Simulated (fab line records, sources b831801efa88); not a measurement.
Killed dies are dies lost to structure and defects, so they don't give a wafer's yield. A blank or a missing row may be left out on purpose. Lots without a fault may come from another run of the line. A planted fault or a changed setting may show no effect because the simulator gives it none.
One fault seen from 2 desks | flow gf180mcu | each desk has only its own numbers; what lay behind them comes last

THE TOOL OWNER'S DESK: iline_stepper-01
The tool's own readings at GF_SAB_EXPOSE_06 (exposes mask SAB, target cd 420 nm): means of the sampled wafers that have a number, for each lot that ran on this tool. A lot is out of limits, marked OUT, if its mean lies more than 4 standard deviations from the usual mean; the brackets give that distance.
Columns: A = exposure_dose_mJ_cm2 at GF_SAB_EXPOSE_06, usual 140.01; B = reticle_temp_C at GF_SAB_EXPOSE_06, usual 22.99 C; C = stage_vel_mm_s at GF_SAB_EXPOSE_06, usual 499.98 mm/s
lot  | first seen here | A                | B     | C
L185 | day 16 01:04    | 139.85           | 23.03 | 499.70
L187 | day 16 16:12    | 140.07           | 23.06 | 500.20
L188 | day 17 05:01    | 140.14           | 22.89 | 499.71
L189 | day 17 10:35    | 139.89           | 23.09 | 500.14
L190 | day 17 22:46    | 140.14           | 23.00 | 499.65
L194 | day 19 15:34    | 144.57 (+33) OUT | 22.96 | 500.13
L199 | day 21 06:47    | 143.68 (+26) OUT | 23.11 | 499.88
This desk's finding: out of limits on L194, L199; first on L194, day 19 15:34 (exposure_dose_mJ_cm2 at GF_SAB_EXPOSE_06). In limits: L185, L187, L188, L189, L190.

THE METROLOGY DESK
What the gauges read, lot by lot, whatever tool the lot ran on: means of the sampled wafers that have a number. A lot is out of limits, marked OUT, if its mean lies more than 4 standard deviations from the usual mean; the brackets give that distance.
Columns: A = NSD_OVL at GF_NSD_OVL_MEAS_08, usual 0.9 nm; B = PSD_TW at GF_PSD_TW_MEAS_11, usual 3176; C = cd_nm at GF_SAB_CD_MEAS_09, usual 420.0 nm
lot  | first seen here | A    | B    | C
L183 | day 14 03:47    | 4.8  | 3146 | 423.8
L184 | day 14 10:59    | 1.0  | 3204 | 422.7
L185 | day 14 15:21    | 1.8  | 3207 | 423.4
L187 | day 15 05:55    | -0.8 | 3172 | 420.6
L188 | day 15 18:02    | 1.6  | 3179 | 418.1
L189 | day 15 23:06    | 1.5  | 3178 | 414.9
L190 | day 16 11:35    | 0.2  | 3134 | 420.7
L194 | day 18 02:50    | 2.0  | 3222 | 409.1 (-4.0) OUT
L199 | day 19 17:34    | 1.8  | 3167 | 412.0
L200 | day 19 22:46    | -0.3 | 3168 | 415.0
L202 | day 20 12:23    | 1.8  | 3188 | 420.2
L203 | day 20 19:26    | -0.5 | 3183 | 417.8
L204 | day 21 09:16    | 4.3  | 3172 | 418.6
This desk's finding: out of limits on L194; first on L194, day 20 03:08 (cd_nm at GF_SAB_CD_MEAS_09). In limits: L183, L184, L185, L187, L188, L189, L190, L199, L200, L202, L203, L204.

PUT TOGETHER
The tool owner's desk could have raised an alarm at day 19 15:34, on L194, L199.
The metrology desk could have raised an alarm at day 20 03:08, on L194.
The metrology desk has L199 on record, within its limits.
Of the lots named, all ran GF_SAB_EXPOSE_06 on iline_stepper-01.

WHAT THE SIMULATOR HAD PUT IN
Process parameter drift: iline_stepper-01, from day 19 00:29 on, at GF_SAB_EXPOSE_06. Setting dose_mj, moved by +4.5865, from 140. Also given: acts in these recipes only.
Lots struck among those shown: L194, L199.
Hours from the fault's start to each desk's first reading out of limits: the tool owner's desk, 15; the metrology desk, 27.
